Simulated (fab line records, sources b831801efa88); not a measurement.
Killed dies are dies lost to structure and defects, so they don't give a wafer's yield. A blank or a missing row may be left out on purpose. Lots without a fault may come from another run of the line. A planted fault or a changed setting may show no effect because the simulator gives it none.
Which tool did it? | flow gf180mcu | 24 lots, 72 wafers sampled, at 1 step of a route of 602

WHAT THE GAUGES READ, wafer by wafer
GF_PSD_CD_MEAS_07: target cd 400 nm. Usual: cd_nm 400.0 nm, standard deviation 2.7.
lot  | measured     | on        | cd_nm (nm)        | flag
L074 | day 14 11:41 | cd_sem-02 | 405.2 404.2 404.7 |
L075 | day 14 16:40 | cd_sem-02 | 399.1 400.5 398.0 |
L076 | day 14 23:12 | cd_sem-01 | 404.5 402.3 402.1 |
L077 | day 15 08:26 | cd_sem-01 | 402.4 399.7 401.3 |
L078 | day 15 12:34 | cd_sem-02 | 401.6 402.0 404.1 |
L079 | day 16 00:16 | cd_sem-01 | 398.3 397.6 395.3 |
L080 | day 16 07:27 | cd_sem-01 | 397.0 399.4 399.6 |
L081 | day 16 22:53 | cd_sem-01 | 402.0 401.3 404.1 |
L082 | day 16 23:08 | cd_sem-01 | 394.8 396.7 396.6 |
L083 | day 17 03:23 | cd_sem-02 | 402.5 403.5 401.0 |
L084 | day 17 20:32 | cd_sem-01 | 398.1 397.6 396.1 |
L085 | day 18 05:31 | cd_sem-01 | 394.9 392.7 398.0 |
L086 | day 18 12:59 | cd_sem-02 | 399.1 400.3 400.1 |
L087 | day 18 22:08 | cd_sem-01 | 397.8 395.9 396.8 |
L088 | day 19 08:40 | cd_sem-01 | 400.1 402.0 400.3 |
L089 | day 19 13:21 | cd_sem-01 | 401.7 404.8 401.0 |
L090 | day 19 23:41 | cd_sem-01 | 403.3 402.3 404.4 |
L091 | day 20 13:18 | cd_sem-01 | 401.4 400.7 402.6 |
L092 | day 20 19:19 | cd_sem-01 | 399.8 401.6 401.4 |
L093 | day 21 03:55 | cd_sem-01 | 398.4 399.2 400.2 |
L094 | day 21 13:01 | cd_sem-01 | 398.5 401.4 398.7 |
L095 | day 21 22:43 | cd_sem-01 | 402.9 404.1 402.3 |
L096 | day 22 00:59 | cd_sem-02 | 396.0 399.5 397.3 |
L097 | day 22 12:14 | cd_sem-02 | 398.9 401.7 398.5 |

WHICH TOOL RAN EACH LOT (tool, then ch and the chambers of the sampled wafers, then the start)
The record holds no process step before these readings.

WHAT THE TOOLS THEMSELVES READ (means of the sampled wafers that have a number; where no wafer has one, the mark that the record gives instead)
The record holds no such reading with a usual standard deviation.

THE ANSWER, worked out from the rows above alone
Rule: a lot is off if the mean of its wafers that have a number lies more than 3 standard deviations from the usual mean. A lot without any number at a reading at which 4 lots or more have one is off too. The other lots that the step has rows for count as sound. The gauges are gone through in route order, then the tools' own readings, and for those a lot's mean is taken as printed above. The first step at which some lot is off is used, and at that step the reading that is off furthest; a lot without a number counts as furthest.
No lot is off at any reading shown: from this, nothing can be told.

WHAT THE SIMULATOR HAD PUT IN
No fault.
